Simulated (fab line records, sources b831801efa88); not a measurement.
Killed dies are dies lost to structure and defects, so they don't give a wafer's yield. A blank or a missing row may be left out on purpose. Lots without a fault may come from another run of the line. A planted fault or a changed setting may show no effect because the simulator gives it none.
Problem report in the 8D (eight disciplines) form, filled by code | flow gf180mcu | the parts of the form that need people (team, actions taken, sign-off) are left out

1. THE PROBLEM
V3_CVD_00_THK at GF_V3_THK_MEAS_01 reads a mean of 504 nm on 6 wafers of 2 lots; wafers without a fault read 597 nm with a standard deviation of 6.9. That is -13 standard deviations from the usual mean.
First seen on wafer L319.2, day 24 16:16, on film_metro-02. The record holds 36 wafers of 12 lots with a number at this step. Rule for "out", or "out of limits": more than 4 standard deviations from the usual mean. The other wafers with a number count as sound.

2. WHAT IT IS AND WHAT IT IS NOT
question                    | is                     | is not
which readings at this step | V3_CVD_00_THK          | -
which lots                  | L318, L319             | L311, L312, L313, L314, L327, L329, L330, L331, L333, L334
which wafers of those lots  | all that have a number | -
read on which gauges        | film_metro-02          | film_metro-03, film_metro-04
when                        | from day 24 16:16      | up to then (12 sound wafers); but 18 sound wafers of L327, L329, L330, L331, L333, L334 came after

3. SUSPECTS, AND WHAT RULES EACH OUT
Counting: a tool at a process step up to the reading stays a suspect if it ran every lot that is out and no sound lot after the first of them.
- the gauge at GF_V3_THK_MEAS_01: ruled out. All the wafers that are out were read on film_metro-02, but those of them that GF_V3_CVD_00 has rows for are out there too, on other tools.
- hdpcvd-02 at GF_V3_CVD_00 (deposits SiO2, target thk 600 nm, time 100 s): ruled out as a lasting fault. Sound lots L327, L330, L333 ran on it after its first lot that is out, L319 (day 24 16:11).
Left after counting: nothing in the record.

4. THE CAUSE (what the simulator had put in)
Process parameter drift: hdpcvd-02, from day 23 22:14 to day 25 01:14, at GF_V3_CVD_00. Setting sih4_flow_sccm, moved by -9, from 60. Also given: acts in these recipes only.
Counting ruled it out, wrongly: the rule takes a fault to strike every lot that its tool runs from its start on, and this one did not.

5. THE CHAIN OF EFFECTS, in route order
Each row: a reading whose mean over the struck wafers that have a number lies more than 3 standard deviations from the usual. Only readings for which the record gives a usual standard deviation are gone through. hours: the time from each lot's start at the first step in this table that gives one to its start at this step, as a median over the lots. sigmas: the change in usual standard deviations.
hours | step              | reading        | usual      | on struck wafers | change | sigmas
0     | GF_V3_CVD_00      | sih4_flow_sccm | 59.99 sccm | 51.13            | -8.86  | -59
0     | GF_V3_THK_MEAS_01 | V3_CVD_00_THK  | 597 nm     | 504              | -93    | -13
The process steps in it:
- GF_V3_CVD_00: deposits SiO2, target thk 600 nm, time 100 s.

6. WHAT WOULD HAVE CAUGHT IT SOONER
In this record the first reading out of limits at a measuring or inspecting step was taken at day 24 16:16, 18 hours after the fault began at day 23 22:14.
The tool's own readings at GF_V3_CVD_00 were out on every struck wafer that the step has a row for (sih4_flow_sccm): an alarm limit on them would have fired on the first of those.
